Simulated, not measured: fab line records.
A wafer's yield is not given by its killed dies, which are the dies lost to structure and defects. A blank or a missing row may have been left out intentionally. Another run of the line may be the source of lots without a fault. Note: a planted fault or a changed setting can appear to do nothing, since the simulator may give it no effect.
Matching of chambers || flow sky130 || 4 sister chambers for SKY_FIELD_ISO_CMP_27 on cmp-02
The step polishes, stops on Si3N4, t overpolish 16 s, target thk 457.8 nm. 4 wafers are shown with their chamber, then 8 later ones without.

== WAFERS WITH THEIR CHAMBER ==
{"wafer": "L825.2", "chamber": 2, "motor_current_A (A)": 9.6}
{"wafer": "L825.5", "chamber": 0, "motor_current_A (A)": 11.1}
{"wafer": "L825.6", "chamber": 1, "motor_current_A (A)": 12.1}
{"wafer": "L828.1", "chamber": 3, "motor_current_A (A)": 11.3}

== WAFERS WITH NO CHAMBER GIVEN ==
{"wafer": "L828.3", "motor_current_A (A)": 10.5}
{"wafer": "L828.4", "motor_current_A (A)": 10.0}
{"wafer": "L830.1", "motor_current_A (A)": 11.2}
{"wafer": "L830.2", "motor_current_A (A)": 9.8}
{"wafer": "L830.6", "motor_current_A (A)": 10.7}
{"wafer": "L832.1", "motor_current_A (A)": 11.9}
{"wafer": "L832.2", "motor_current_A (A)": 10.9}
{"wafer": "L832.3", "motor_current_A (A)": 10.0}

== WHICH CHAMBER EACH WENT THROUGH ==
{"wafer": "L828.3", "from the rows above": "can't be placed: 0 or 3 or 2", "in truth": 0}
{"wafer": "L828.4", "from the rows above": 2, "in truth": 2}
{"wafer": "L830.1", "from the rows above": "can't be placed: 0 or 3", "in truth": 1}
{"wafer": "L830.2", "from the rows above": 2, "in truth": 2}
{"wafer": "L830.6", "from the rows above": "can't be placed: 0 or 3", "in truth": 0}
{"wafer": "L832.1", "from the rows above": "can't be placed: 1 or 3 or 0", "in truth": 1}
{"wafer": "L832.2", "from the rows above": "can't be placed: 0 or 3", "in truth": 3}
{"wafer": "L832.3", "from the rows above": 2, "in truth": 2}
3 of 8 placed correctly. Not placeable from these rows: 5 (in 4, the candidates include the true chamber). Number placed wrongly: 0.
How it was worked out, from the rows above alone: a wafer's distance from a chamber is the root of the sum, over the readings, of the square of ((its reading less the chamber's mean) divided by the reading's scatter). The wafer belongs to the nearest chamber; if the next one is less than 2 further off, it can't be placed. Each chamber's mean is taken over the wafers shown for it. The scatter: root of mean squared gap, hidden wafer to nearest shown wafer, with one shown wafer a chamber.
